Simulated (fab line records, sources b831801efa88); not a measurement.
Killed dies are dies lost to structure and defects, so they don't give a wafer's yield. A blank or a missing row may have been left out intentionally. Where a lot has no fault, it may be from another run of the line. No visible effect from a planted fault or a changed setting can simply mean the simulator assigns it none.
Chamber matching || flow sfq line || SFQ_TRILAYER_I2_CMP_CMP_064 on cmp-02 has 4 sister chambers
The step polishes SiO2. 8 wafers are shown with their chamber, then 7 later ones without.

## EACH WAFER AND ITS CHAMBER
{"wafer": "L882.1", "chamber": 0, "motor current A (A)": 10.5, "time to endpoint s (s)": 213}
{"wafer": "L892.4", "chamber": 2, "motor current A (A)": 11.4, "time to endpoint s (s)": 217}
{"wafer": "L892.5", "chamber": 0, "motor current A (A)": 10.3, "time to endpoint s (s)": 221}
{"wafer": "L897.1", "chamber": 2, "motor current A (A)": 11.8, "time to endpoint s (s)": 216}
{"wafer": "L897.3", "chamber": 1, "motor current A (A)": 11.0, "time to endpoint s (s)": 219}
{"wafer": "L897.5", "chamber": 1, "motor current A (A)": 10.3, "time to endpoint s (s)": 224}
{"wafer": "L901.1", "chamber": 3, "motor current A (A)": 10.5, "time to endpoint s (s)": 219}
{"wafer": "L901.5", "chamber": 3, "motor current A (A)": 10.0, "time to endpoint s (s)": 214}

## WAFERS WITHOUT THEIR CHAMBER
{"wafer": "L901.6", "motor current A (A)": 10.2, "time to endpoint s (s)": 224}
{"wafer": "L902.4", "motor current A (A)": 10.8, "time to endpoint s (s)": 218}
{"wafer": "L902.2", "motor current A (A)": 11.4, "time to endpoint s (s)": 222}
{"wafer": "L902.5", "motor current A (A)": 10.2, "time to endpoint s (s)": 217}
{"wafer": "L904.4", "motor current A (A)": 10.5, "time to endpoint s (s)": 217}
{"wafer": "L904.1", "motor current A (A)": 10.8, "time to endpoint s (s)": 212}
{"wafer": "L904.5", "motor current A (A)": 10.4, "time to endpoint s (s)": 214}

## THE CHAMBER EACH PASSED THROUGH
{"wafer": "L901.6", "from the rows above": "can't be placed: 1 or 0 or 3", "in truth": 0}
{"wafer": "L902.4", "from the rows above": "can't be placed: 1 or 0 or 3 or 2", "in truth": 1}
{"wafer": "L902.2", "from the rows above": "can't be placed: 2 or 1 or 0", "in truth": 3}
{"wafer": "L902.5", "from the rows above": "can't be placed: 3 or 0 or 1", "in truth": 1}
{"wafer": "L904.4", "from the rows above": "can't be placed: 0 or 3 or 1", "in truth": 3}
{"wafer": "L904.1", "from the rows above": "can't be placed: 0 or 3 or 1 or 2", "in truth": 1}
{"wafer": "L904.5", "from the rows above": "can't be placed: 0 or 3 or 1", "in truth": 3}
Correctly placed: 0 of 7. Cannot be placed on the basis of these rows: 7; the candidates contain the true chamber in 6. Wrongly placed: 0.
How it was worked out, from the rows above alone: a wafer's distance from a chamber is the root of the sum, over the readings, of the square of ((its reading less the chamber's mean) divided by the reading's scatter). If the next closest chamber is less than 2 further off than the closest, the wafer can't be placed; otherwise it belongs to the closest. Each chamber's mean is taken over the wafers shown for it. How the scatter is found: for the shown wafers, subtract from each reading the mean of its chamber, square and add these, divide the total by (wafers less chambers), then take the root.
